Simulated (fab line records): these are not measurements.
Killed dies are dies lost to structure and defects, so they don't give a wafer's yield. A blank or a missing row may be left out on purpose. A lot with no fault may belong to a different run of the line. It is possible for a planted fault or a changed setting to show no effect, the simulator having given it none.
Chamber matching || flow sky130 || cmp-02 running SKY_VIA3_CMP_02: 4 sister chambers
The step polishes SiO2. 14 wafers are shown with their chamber, then 7 later ones without.

WAFERS WITH THEIR CHAMBER
{"wafer": "L790.1", "chamber": 2, "motor_current_A (A)": 13.0, "slurry_flow_ml_min": 150.4}
{"wafer": "L790.2", "chamber": 3, "motor_current_A (A)": 13.0, "slurry_flow_ml_min": 150.7}
{"wafer": "L790.6", "chamber": 3, "motor_current_A (A)": 12.2, "slurry_flow_ml_min": 150.2}
{"wafer": "L793.3", "chamber": 1, "motor_current_A (A)": 12.6, "slurry_flow_ml_min": 150.1}
{"wafer": "L793.4", "chamber": 0, "motor_current_A (A)": 8.8, "slurry_flow_ml_min": 150.8}
{"wafer": "L793.5", "chamber": 2, "motor_current_A (A)": 12.4, "slurry_flow_ml_min": 150.1}
{"wafer": "L795.1", "chamber": 2, "motor_current_A (A)": 13.5, "slurry_flow_ml_min": 149.7}
{"wafer": "L795.4", "chamber": 3, "motor_current_A (A)": 12.0, "slurry_flow_ml_min": 149.5}
{"wafer": "L795.6", "chamber": 0, "motor_current_A (A)": 9.2, "slurry_flow_ml_min": 150.6}
{"wafer": "L796.1", "chamber": 0, "motor_current_A (A)": 9.0, "slurry_flow_ml_min": 150.3}
{"wafer": "L796.3", "chamber": 2, "motor_current_A (A)": 13.7, "slurry_flow_ml_min": 150.1}
{"wafer": "L796.5", "chamber": 3, "motor_current_A (A)": 12.9, "slurry_flow_ml_min": 150.4}
{"wafer": "L811.1", "chamber": 3, "motor_current_A (A)": 12.4, "slurry_flow_ml_min": 150.7}
{"wafer": "L811.2", "chamber": 2, "motor_current_A (A)": 13.2, "slurry_flow_ml_min": 150.8}

SIGNATURES (means of the wafers above)
{"reading": "motor_current_A", "chamber 0": 9.000, "chamber 1": 12.600, "chamber 2": 13.160, "chamber 3": 12.500, "scatter within a chamber": 0.43}
{"reading": "slurry_flow_ml_min", "chamber 0": 150.567, "chamber 1": 150.100, "chamber 2": 150.220, "chamber 3": 150.300, "scatter within a chamber": 0.421}
Rule: a wafer's distance from a chamber is the root of the sum, over the readings, of the square of ((its reading less the chamber's mean) divided by the reading's scatter). If the next closest chamber is less than 2 further off than the closest, the wafer can't be placed; otherwise it belongs to the closest. How the scatter is found: for the shown wafers, subtract from each reading the mean of its chamber, square and add these, divide the total by (wafers less chambers), then take the root.

WAFERS MISSING THEIR CHAMBER
{"wafer": "L811.6", "motor_current_A (A)": 13.3, "slurry_flow_ml_min": 149.8}
{"wafer": "L812.1", "motor_current_A (A)": 12.5, "slurry_flow_ml_min": 149.4}
{"wafer": "L812.3", "motor_current_A (A)": 12.2, "slurry_flow_ml_min": 149.8}
{"wafer": "L812.5", "motor_current_A (A)": 9.5, "slurry_flow_ml_min": 149.6}
{"wafer": "L813.2", "motor_current_A (A)": 12.3, "slurry_flow_ml_min": 150.5}
{"wafer": "L813.3", "motor_current_A (A)": 12.6, "slurry_flow_ml_min": 149.7}
{"wafer": "L813.5", "motor_current_A (A)": 9.3, "slurry_flow_ml_min": 149.9}

WHICH CHAMBER EACH WENT THROUGH
{"wafer": "L811.6", "from the rows above": "can't be placed: 2 or 1 or 3", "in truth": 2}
{"wafer": "L812.1", "from the rows above": "can't be placed: 1 or 3 or 2", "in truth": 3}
{"wafer": "L812.3", "from the rows above": "can't be placed: 1 or 3 or 2", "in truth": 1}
{"wafer": "L812.5", "from the rows above": 0, "in truth": 0}
{"wafer": "L813.2", "from the rows above": "can't be placed: 3 or 1 or 2", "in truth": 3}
{"wafer": "L813.3", "from the rows above": "can't be placed: 1 or 3 or 2", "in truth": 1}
{"wafer": "L813.5", "from the rows above": 0, "in truth": 0}
2 of 7 placed correctly. From these rows, 5 cannot be placed; in 5 the true chamber is one of the candidates. Placed wrongly: 0.
